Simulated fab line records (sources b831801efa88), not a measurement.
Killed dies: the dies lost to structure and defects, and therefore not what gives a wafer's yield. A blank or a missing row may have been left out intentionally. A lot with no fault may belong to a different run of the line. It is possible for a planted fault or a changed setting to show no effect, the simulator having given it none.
Which tool is to blame? -- flow sky130 -- 12 lots with 36 wafers sampled at 2 steps, on a route of 708 steps

## WHAT THE GAUGES SHOWED, per wafer
SKY_VIA4_OVL_MEAS_11. Usual: VIA4_OVL typically reads -0.6 nm, with standard deviation 1.1.
lot,measured,on,VIA4_OVL (nm),flag
L762,day 42 15:32,overlay-01,-0.1 -0.4 1.0,
L763,day 43 01:08,overlay-01,-0.4 0.5 0.8,
L764,day 43 04:40,overlay-02,-1.8 -1.3 -1.0,
L765,day 43 11:07,overlay-02,-1.1 -1.3 0.0,
L774,day 46 11:20,overlay-01,-0.9 -1.1 -2.4,
L775,day 46 14:20,overlay-01,0.9 -1.1 0.1,
L776,day 47 01:04,overlay-01,-1.9 -2.0 -1.5,
L779,day 47 02:35,overlay-02,0.8 -0.5 -0.1,
L777,day 47 04:34,overlay-01,-1.5 0.0 -1.1,
L778,day 47 06:26,overlay-02,-0.5 1.6 0.3,
L780,day 47 07:49,overlay-01,1.0 1.4 0.8,
L783,day 48 03:11,overlay-02,-2.4 -3.1 -1.9,

## EACH LOT AND THE TOOL THAT RAN IT (in order: tool; ch and the chambers of the sampled wafers; start)
lot,SKY_VIA3_CVD_21
L762,"cvd_w-01 ch 0,1, day 39 14:05"
L763,"cvd_w-01 ch 0,1, day 39 23:54"
L764,"cvd_w-01 ch 0,1, day 40 04:32"
L765,"cvd_w-01 ch 0,1, day 40 11:11"
L774,"cvd_w-01 ch 0,1, day 43 16:26"
L775,"cvd_w-01 ch 0,1, day 43 19:53"
L776,"cvd_w-01 ch 0,1, day 44 07:01"
L779,"cvd_w-01 ch 0,1, day 44 09:08"
L777,"cvd_w-02 ch 1, day 44 11:44"
L778,"cvd_w-01 ch 0,1, day 44 12:47"
L780,"cvd_w-01 ch 0,1, day 44 15:45"
L783,"cvd_w-02 ch 0,1, day 45 12:46"
- SKY_VIA3_CVD_21: deposits W, target thk 390 nm, time 117.31 s.

## WHAT THE TOOLS THEMSELVES READ (means of the sampled wafers that have a number; where no wafer has one, the mark that the record gives instead)
SKY_VIA3_CVD_21. Usual: heater_power_w at 884 W, with a standard deviation of 41.
lot,tool,heater_power_w (W),flag
L762,cvd_w-01,887,
L763,cvd_w-01,869,
L764,cvd_w-01,885,
L765,cvd_w-01,867,
L774,cvd_w-01,873,
L775,cvd_w-01,901,
L776,cvd_w-01,859,
L779,cvd_w-01,908,
L777,cvd_w-02,900,
L778,cvd_w-01,904,
L780,cvd_w-01,876,
L783,cvd_w-02,886,

## THE ANSWER, worked out from the rows above alone
Rule: lot off if the mean of its wafers having a number is beyond 3 standard deviations from the usual mean. Also off: a lot with no number at a reading for which 4 or more lots have one. Any other lot the step has rows for is counted as sound. Order of review: gauges by route order, followed by the tools' own readings, for which a lot's mean as printed above is used. The first step at which some lot is off is used, and at that step the reading that is off furthest; a lot without a number counts as furthest.
Across all readings shown, no lot is off: no conclusion can be drawn from this.

## WHAT THE SIMULATOR HAD INSERTED
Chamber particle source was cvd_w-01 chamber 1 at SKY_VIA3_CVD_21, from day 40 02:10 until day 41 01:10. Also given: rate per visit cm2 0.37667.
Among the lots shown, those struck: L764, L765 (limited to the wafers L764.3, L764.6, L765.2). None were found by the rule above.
